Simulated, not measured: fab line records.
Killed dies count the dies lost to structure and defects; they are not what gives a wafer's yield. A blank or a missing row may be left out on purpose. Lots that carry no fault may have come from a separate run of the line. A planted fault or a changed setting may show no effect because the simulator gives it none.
Which tool is to blame? | flow sky130 | 36 wafers from 12 lots sampled at 3 of the route's 708 steps

WHAT EACH GAUGE READ, for each wafer
SKY_VIA3_THK_MEAS_23: measures by xrf. Usual: VIA3_W_THK gives 368 nm (standard deviation 7).
lot  | measured     | on            | VIA3_W_THK (nm) | flag
L489 | day 39 16:19 | film-metro-01 | 362 362 366     |
L493 | day 41 07:31 | film-metro-01 | 364 364 357     |
L494 | day 41 09:43 | film-metro-03 | 364 371 372     |
L495 | day 41 17:00 | film-metro-01 | 363 360 364     |
L496 | day 42 00:08 | film-metro-03 | 374 374 374     |
L499 | day 42 20:41 | film-metro-03 | 379 371 370     |
L498 | day 42 21:07 | film-metro-01 | 357 354 353     |
L501 | day 43 16:14 | film-metro-03 | 377 382 376     |
L502 | day 43 23:05 | film-metro-01 | 362 362 366     |
L503 | day 44 09:58 | film-metro-03 | 378 378 378     |
L506 | day 44 13:47 | film-metro-04 | 370 371 365     |
L512 | day 46 00:57 | film-metro-01 | 361 356 357     |

SKY_CAP2M_OVL_MEAS_12. Usual: CAP2M_OVL gives -0.9 nm (standard deviation 1.5).
lot  | measured     | on         | CAP2M_OVL (nm) | flag
L489 | day 40 17:23 | overlay-02 | 1.9 1.1 0.6    |
L493 | day 42 07:35 | overlay-01 | -1.1 -1.1 -0.8 |
L494 | day 42 10:20 | overlay-02 | -0.1 0.5 -0.8  |
L495 | day 42 16:59 | overlay-02 | -0.3 -1.0 0.0  |
L496 | day 43 00:35 | overlay-01 | -2.3 -2.4 -2.4 |
L499 | day 43 20:22 | overlay-01 | -1.8 -0.9 -1.7 |
L498 | day 43 20:40 | overlay-01 | -2.6 -4.2 -2.6 |
L501 | day 44 15:08 | overlay-01 | -0.5 0.7 -0.8  |
L502 | day 44 21:26 | overlay-02 | 2.1 0.4 1.5    |
L503 | day 45 07:38 | overlay-01 | -3.1 -2.7 -1.5 |
L506 | day 45 11:43 | overlay-01 | -0.2 -0.9 1.8  |
L512 | day 46 23:55 | overlay-02 | 0.0 -1.7 -1.6  |

WHICH TOOL RAN EACH LOT (tool, then ch and the chambers of the sampled wafers, then the start)
lot  | SKY_VIA3_ETCH_15
L489 | rie-diel-03 ch 1,2,3, day 39 15:20
L493 | rie-diel-03 ch 0,1,2, day 41 06:32
L494 | rie-diel-03 ch 0,1,2, day 41 08:43
L495 | rie-diel-03 ch 0,1, day 41 16:01
L496 | rie-diel-03 ch 0,1,2, day 41 23:10
L499 | rie-diel-04 ch 1,3, day 42 19:40
L498 | rie-diel-01 ch 1,2,3, day 42 19:49
L501 | rie-diel-04 ch 0,1,3, day 43 15:14
L502 | rie-diel-04 ch 1,3, day 43 22:04
L503 | rie-diel-03 ch 1,3, day 44 08:58
L506 | rie-diel-01 ch 0,2,3, day 44 12:47
L512 | rie-diel-03 ch 1,2, day 45 23:59
- SKY_VIA3_ETCH_15: etches SiO2 in C4F8/O2/Ar, stops on TiN, target depth 507 nm, time 78 s.

WHAT THE TOOLS THEMSELVES READ (means of the sampled wafers that have a number; where no wafer has one, the mark that the record gives instead)
SKY_VIA3_ETCH_15. Usual: oes-product-au at 0.946 a.u., with a standard deviation of 0.005.
lot  | tool        | oes-product-au (a.u.) | flag
L489 | rie-diel-03 | 0.943                 |
L493 | rie-diel-03 | 0.941                 |
L494 | rie-diel-03 | 0.945                 |
L495 | rie-diel-03 | 0.945                 |
L496 | rie-diel-03 | 0.940                 |
L499 | rie-diel-04 | 0.948                 |
L498 | rie-diel-01 | 0.945                 |
L501 | rie-diel-04 | 0.946                 |
L502 | rie-diel-04 | 0.954                 |
L503 | rie-diel-03 | 0.946                 |
L506 | rie-diel-01 | 0.943                 |
L512 | rie-diel-03 | 0.950                 |

THE ANSWER, worked out from the rows above alone
Rule: lot off if the mean of its wafers having a number is beyond 3 standard deviations from the usual mean. A lot without any number at a reading at which 4 lots or more have one is off too. Any other lot the step has rows for is counted as sound. First the gauges in route order, then the tools' own readings, where a lot's mean is used as printed above. The first step at which some lot is off is used, and at that step the reading that is off furthest; a lot without a number counts as furthest.
No lot is off at any reading shown: from this, nothing can be told.

WHAT THE SIMULATOR HAD INSERTED
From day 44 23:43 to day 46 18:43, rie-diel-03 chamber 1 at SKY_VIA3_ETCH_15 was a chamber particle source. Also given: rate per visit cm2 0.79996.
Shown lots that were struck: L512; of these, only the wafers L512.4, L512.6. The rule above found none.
